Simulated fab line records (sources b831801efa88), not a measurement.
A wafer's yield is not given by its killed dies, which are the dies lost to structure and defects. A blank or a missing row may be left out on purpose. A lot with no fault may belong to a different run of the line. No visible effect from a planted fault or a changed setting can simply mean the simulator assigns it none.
Lot-split experiment || flow gf180mcu || on a route of 602 steps: 5 lots, 23 wafers read

== ABOUT THE SPLIT ==
At GF_VT_IMPLANT_COAT_35 (resist thk 1000 nm), the setting spin-rpm was moved away from the recipe's 3000 rpm on 5 of the 23 wafers read, by -2.7% to +7.3%. For the rest of the wafers, this setting stayed at what the recipe calls for.

Reading taken at the split's own step.

== THE READING ==
NOVOLAK_of_VT_IMPLANT_COAT_35.thk-nm (the simulator's own value, which no gauge read), in nm, at GF_VT_IMPLANT_COAT_35 (resist thk 1000 nm). The file does not state a usual value for it. Here, 18 wafers ran the recipe; their average is 1003.8 nm with a standard deviation of 2.5 nm.

{"wafer": "L076.1", "tool, chamber at the split": "litho-track-02, 0", "spin-rpm as run, rpm": 3000, "against the recipe": "recipe", "NOVOLAK_of_VT_IMPLANT_COAT_35.thk-nm, nm": 1007, "against lot-mates on the recipe": "-"}
{"wafer": "L076.4", "tool, chamber at the split": "litho-track-02, 0", "spin-rpm as run, rpm": 3000, "against the recipe": "recipe", "NOVOLAK_of_VT_IMPLANT_COAT_35.thk-nm, nm": 1006, "against lot-mates on the recipe": "-"}
{"wafer": "L076.5", "tool, chamber at the split": "litho-track-02, 0", "spin-rpm as run, rpm": 3000, "against the recipe": "recipe", "NOVOLAK_of_VT_IMPLANT_COAT_35.thk-nm, nm": 1004, "against lot-mates on the recipe": "-"}
{"wafer": "L077.1", "tool, chamber at the split": "litho-track-02, 0", "spin-rpm as run, rpm": 3000, "against the recipe": "recipe", "NOVOLAK_of_VT_IMPLANT_COAT_35.thk-nm, nm": 1004, "against lot-mates on the recipe": "-"}
{"wafer": "L077.2", "tool, chamber at the split": "litho-track-02, 0", "spin-rpm as run, rpm": 3000, "against the recipe": "recipe", "NOVOLAK_of_VT_IMPLANT_COAT_35.thk-nm, nm": 1007, "against lot-mates on the recipe": "-"}
{"wafer": "L077.3", "tool, chamber at the split": "litho-track-02, 0", "spin-rpm as run, rpm": 3000, "against the recipe": "recipe", "NOVOLAK_of_VT_IMPLANT_COAT_35.thk-nm, nm": 1007, "against lot-mates on the recipe": "-"}
{"wafer": "L077.6", "tool, chamber at the split": "litho-track-02, 0", "spin-rpm as run, rpm": 3000, "against the recipe": "recipe", "NOVOLAK_of_VT_IMPLANT_COAT_35.thk-nm, nm": 1007, "against lot-mates on the recipe": "-"}
{"wafer": "L077.5", "tool, chamber at the split": "litho-track-02, 0", "spin-rpm as run, rpm": 3000, "against the recipe": "recipe", "NOVOLAK_of_VT_IMPLANT_COAT_35.thk-nm, nm": 1008, "against lot-mates on the recipe": "-"}
{"wafer": "L081.1", "tool, chamber at the split": "litho-track-01, 0", "spin-rpm as run, rpm": 2918, "against the recipe": "-2.7%", "NOVOLAK_of_VT_IMPLANT_COAT_35.thk-nm, nm": 1013, "against lot-mates on the recipe": "+11.3"}
{"wafer": "L081.2", "tool, chamber at the split": "litho-track-01, 0", "spin-rpm as run, rpm": 3000, "against the recipe": "recipe", "NOVOLAK_of_VT_IMPLANT_COAT_35.thk-nm, nm": 1003, "against lot-mates on the recipe": "-"}
{"wafer": "L081.4", "tool, chamber at the split": "litho-track-01, 0", "spin-rpm as run, rpm": 3000, "against the recipe": "recipe", "NOVOLAK_of_VT_IMPLANT_COAT_35.thk-nm, nm": 1001, "against lot-mates on the recipe": "-"}
{"wafer": "L081.5", "tool, chamber at the split": "litho-track-01, 0", "spin-rpm as run, rpm": 3000, "against the recipe": "recipe", "NOVOLAK_of_VT_IMPLANT_COAT_35.thk-nm, nm": 1001, "against lot-mates on the recipe": "-"}
{"wafer": "L081.6", "tool, chamber at the split": "litho-track-01, 0", "spin-rpm as run, rpm": 2918, "against the recipe": "-2.7%", "NOVOLAK_of_VT_IMPLANT_COAT_35.thk-nm, nm": 1015, "against lot-mates on the recipe": "+13.3"}
{"wafer": "L082.1", "tool, chamber at the split": "litho-track-04, 0", "spin-rpm as run, rpm": 3000, "against the recipe": "recipe", "NOVOLAK_of_VT_IMPLANT_COAT_35.thk-nm, nm": 1002, "against lot-mates on the recipe": "-"}
{"wafer": "L082.2", "tool, chamber at the split": "litho-track-04, 0", "spin-rpm as run, rpm": 3220, "against the recipe": "+7.3%", "NOVOLAK_of_VT_IMPLANT_COAT_35.thk-nm, nm": 965.5, "against lot-mates on the recipe": -36.0}
{"wafer": "L082.3", "tool, chamber at the split": "litho-track-04, 0", "spin-rpm as run, rpm": 3000, "against the recipe": "recipe", "NOVOLAK_of_VT_IMPLANT_COAT_35.thk-nm, nm": 1001, "against lot-mates on the recipe": "-"}
{"wafer": "L082.4", "tool, chamber at the split": "litho-track-04, 0", "spin-rpm as run, rpm": 3220, "against the recipe": "+7.3%", "NOVOLAK_of_VT_IMPLANT_COAT_35.thk-nm, nm": 965.8, "against lot-mates on the recipe": -35.7}
{"wafer": "L082.5", "tool, chamber at the split": "litho-track-04, 0", "spin-rpm as run, rpm": 3220, "against the recipe": "+7.3%", "NOVOLAK_of_VT_IMPLANT_COAT_35.thk-nm, nm": 965.4, "against lot-mates on the recipe": -36.1}
{"wafer": "L083.1", "tool, chamber at the split": "litho-track-04, 0", "spin-rpm as run, rpm": 3000, "against the recipe": "recipe", "NOVOLAK_of_VT_IMPLANT_COAT_35.thk-nm, nm": 1002, "against lot-mates on the recipe": "-"}
{"wafer": "L083.4", "tool, chamber at the split": "litho-track-04, 0", "spin-rpm as run, rpm": 3000, "against the recipe": "recipe", "NOVOLAK_of_VT_IMPLANT_COAT_35.thk-nm, nm": 1002, "against lot-mates on the recipe": "-"}
{"wafer": "L083.6", "tool, chamber at the split": "litho-track-04, 0", "spin-rpm as run, rpm": 3000, "against the recipe": "recipe", "NOVOLAK_of_VT_IMPLANT_COAT_35.thk-nm, nm": 1002, "against lot-mates on the recipe": "-"}
{"wafer": "L083.2", "tool, chamber at the split": "litho-track-04, 0", "spin-rpm as run, rpm": 3000, "against the recipe": "recipe", "NOVOLAK_of_VT_IMPLANT_COAT_35.thk-nm, nm": 1004, "against lot-mates on the recipe": "-"}
{"wafer": "L083.3", "tool, chamber at the split": "litho-track-04, 0", "spin-rpm as run, rpm": 3000, "against the recipe": "recipe", "NOVOLAK_of_VT_IMPLANT_COAT_35.thk-nm, nm": 1001, "against lot-mates on the recipe": "-"}

THE FIT
A straight line over all 23 wafers: NOVOLAK_of_VT_IMPLANT_COAT_35.thk-nm changes by -5.05 nm for each +1% of spin-rpm; r = -0.98; the points scatter about the line by 2.5 nm.
The same after taking each lot's own level away (the mean of its wafers on the recipe; 23 wafers): -4.86 nm for each +1%; r = -1.00; scatter 1.1 nm.
That fit puts the effect of the largest move of spin-rpm on the reading at 36 nm.
The lots' own levels span 1001.50 to 1006.60 nm, that is 2.1 times the standard deviation above.
The two slopes are in agreement: the lot-to-lot level therefore moves the slope only a little.
Check: with one of the wafers moved furthest among these (+7.3%) left out of the fit, the line predicts -35.6 nm for it against its lot-mates. Against them it came out at -36 nm.

== THE OTHER SPLITS THESE WAFERS WENT THROUGH ==
Other splits were also applied to these wafers ahead of the reading. Each is held against what the fit with the lots' levels taken away leaves over:
{"other split on the same wafers": "GF_STI_OXIDATION_01 ox-time-s", "wafers away from the commonest value": 10, "r with NOVOLAK_of_VT_IMPLANT_COAT_35.thk-nm (lot level and that fit taken away)": -0.10}
{"other split on the same wafers": "GF_STI_EXPOSE_09 dose-mj", "wafers away from the commonest value": 2, "r with NOVOLAK_of_VT_IMPLANT_COAT_35.thk-nm (lot level and that fit taken away)": -0.04}
{"other split on the same wafers": "GF_STI_PEB_10 peb-temp-c", "wafers away from the commonest value": 11, "r with NOVOLAK_of_VT_IMPLANT_COAT_35.thk-nm (lot level and that fit taken away)": "+0.09"}
{"other split on the same wafers": "GF_STI_WET_ETCH_26 temp-c", "wafers away from the commonest value": 18, "r with NOVOLAK_of_VT_IMPLANT_COAT_35.thk-nm (lot level and that fit taken away)": "+0.08"}
{"other split on the same wafers": "GF_NWELL_IMPLANT_08 energy-kev", "wafers away from the commonest value": 4, "r with NOVOLAK_of_VT_IMPLANT_COAT_35.thk-nm (lot level and that fit taken away)": "+0.06"}
{"other split on the same wafers": "GF_MVSD_IMPLANT_08 energy-kev", "wafers away from the commonest value": 8, "r with NOVOLAK_of_VT_IMPLANT_COAT_35.thk-nm (lot level and that fit taken away)": -0.29}
{"other split on the same wafers": "GF_MVPSD_COAT_02 spin-rpm", "wafers away from the commonest value": 7, "r with NOVOLAK_of_VT_IMPLANT_COAT_35.thk-nm (lot level and that fit taken away)": "+0.20"}
{"other split on the same wafers": "GF_MVPSD_IMPLANT_09 dose-cm2", "wafers away from the commonest value": 8, "r with NOVOLAK_of_VT_IMPLANT_COAT_35.thk-nm (lot level and that fit taken away)": -0.03}
{"other split on the same wafers": "GF_VT_IMPLANT_COAT_13 resist-thk-nm", "wafers away from the commonest value": 8, "r with NOVOLAK_of_VT_IMPLANT_COAT_35.thk-nm (lot level and that fit taken away)": -0.14}
{"other split on the same wafers": "GF_VT_IMPLANT_IMPLANT_19 dose-cm2", "wafers away from the commonest value": 8, "r with NOVOLAK_of_VT_IMPLANT_COAT_35.thk-nm (lot level and that fit taken away)": "+0.18"}
{"other split on the same wafers": "GF_VT_IMPLANT_IMPLANT_30 energy-kev", "wafers away from the commonest value": 7, "r with NOVOLAK_of_VT_IMPLANT_COAT_35.thk-nm (lot level and that fit taken away)": -0.27}

== THE FILE'S OWN FIT ==
NOVOLAK_of_VT_IMPLANT_COAT_35.thk-nm changes by -4.85 nm for each +1% of spin-rpm, r = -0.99.
